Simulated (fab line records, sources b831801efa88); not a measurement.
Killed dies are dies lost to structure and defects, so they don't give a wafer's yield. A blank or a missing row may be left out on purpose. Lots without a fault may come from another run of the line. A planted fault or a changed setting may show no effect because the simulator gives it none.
A struck lot beside a sound one | flow sky130 | 15 steps out of a route of 708
Sound: wafers L312.2, L312.4, L312.5. Struck: wafers L320.1, L320.2, L320.5. The cause comes at the end.
At each step with rows: each side's tool, then ch and its chambers, then its first start. Under that, the readings that differ: sound wafers | struck wafers | difference of the means | sigmas: that difference in standard deviations of wafers without a fault.
alike: readings whose means differ by less than 2 such deviations, and words and numbers that are the same on both sides. not compared: withheld readings, readings that some wafer has no value for, bounds like >300 that may hide the same value, and numbers for which the record gives no deviation and whose values overlap.
The two part at a step that has a row with sigmas, a row that says differs or no value, or rows on one side only. Numbers that don't overlap but have no deviation are shown without sigmas and don't part them. A reading that every wafer of one side lacks parts them only if that side has two wafers or more.

first, 3 steps without rows for these wafers: SKY_METAL1_EXPOSE_12 (exposes mask MM1, target cd 140 nm); SKY_METAL1_PEB_13; SKY_METAL1_DEVELOP_14 (develop time 60 s).
SKY_METAL1_CD_MEAS_15: target cd 140 nm.
  sound on cd_sem-01, day 34 08:19; struck on cd_sem-01, day 37 05:06
  alike: cd_nm
SKY_METAL1_OVL_MEAS_16:
  sound on overlay-02, day 34 08:26; struck on overlay-02, day 37 05:13
  alike: METAL1_OVL
SKY_METAL1_DESCUM_17: chemistry O2, time 8 s.
  sound on rie_metal-02 ch 0,1, day 34 08:28; struck on rie_metal-02 ch 0,1, day 37 05:15
  alike: drypump_motor_current_A, oes_product_au
  not compared: rf_hours_counter_h
SKY_METAL1_ETCH_18: etches BARC in N2/H2, stops on SiO2, time 45.9 s, target depth 60 nm.
  sound on rie_metal-02 ch 0,1, day 34 08:29; struck on rie_metal-02 ch 0,1, day 37 05:17
  alike: drypump_motor_current_A, oes_product_au, throttle_valve_pct
  not compared: rf_hours_counter_h
SKY_METAL1_METAL_ETCH_19: etches the open film in Cl2/BCl3, stops on SiO2, target depth 360 nm, time 78 s.
  sound on rie_metal-02 ch 0,1, day 34 08:33; struck on rie_metal-02 ch 0,1, day 37 05:21
  alike: drypump_motor_current_A, oes_product_au, throttle_valve_pct
  not compared: rf_hours_counter_h
SKY_METAL1_STRIP_20: strips in O2/N2.
  sound on plasma_asher-04 ch 0,1, day 34 08:38; struck on plasma_asher-03 ch 0,1, day 37 05:26
  alike: drypump_motor_current_A, o2_flow_sccm, oes_product_au, strip_time_to_endpoint_s
  not compared: rf_hours_counter_h
then, 3 steps without rows for these wafers: SKY_METAL1_STRIP_21 (strips in post etch residue remover, time 1200 s); SKY_METAL1_CLEAN_22 (cleans in IPA, time 180 s); SKY_METAL1_CLEAN_23 (cleans in O3/DIW).
SKY_VIA1_HDPCVD_00: deposits SiO2, target thk 1030 nm, time 171.7 s.
  sound on hdpcvd-02 ch 0,2, day 34 09:16; struck on hdpcvd-02 ch 0,1,2, day 37 06:04
  reading                                  | sound          | struck         | difference | sigmas
  model.SiO2_of_VIA1_HDPCVD_00.thk_nm (nm) | 1032 1041 1047 | 1809 1789 1818 | +765       |
SKY_VIA1_THK_MEAS_01:
  sound on film_metro-01, day 34 09:23; struck on film_metro-01, day 37 06:11
  reading              | sound          | struck         | difference | sigmas
  VIA1_HDPCVD_THK (nm) | 1033 1041 1047 | 1808 1789 1818 | +765       | +64
SKY_VIA1_CMP_02: polishes SiO2.
  sound on cmp-01 ch 1,2, day 34 09:26; struck on cmp-02 ch 0,1,3, day 37 06:34
  alike: head_pressure_psi, motor_current_A, slurry_filter_dp_kPa

WHERE THEY PART
Only at SKY_VIA1_THK_MEAS_01, within this record. Later steps at which nothing parts them and some readings are alike: SKY_VIA1_CMP_02.

WHY: what the simulator had put in
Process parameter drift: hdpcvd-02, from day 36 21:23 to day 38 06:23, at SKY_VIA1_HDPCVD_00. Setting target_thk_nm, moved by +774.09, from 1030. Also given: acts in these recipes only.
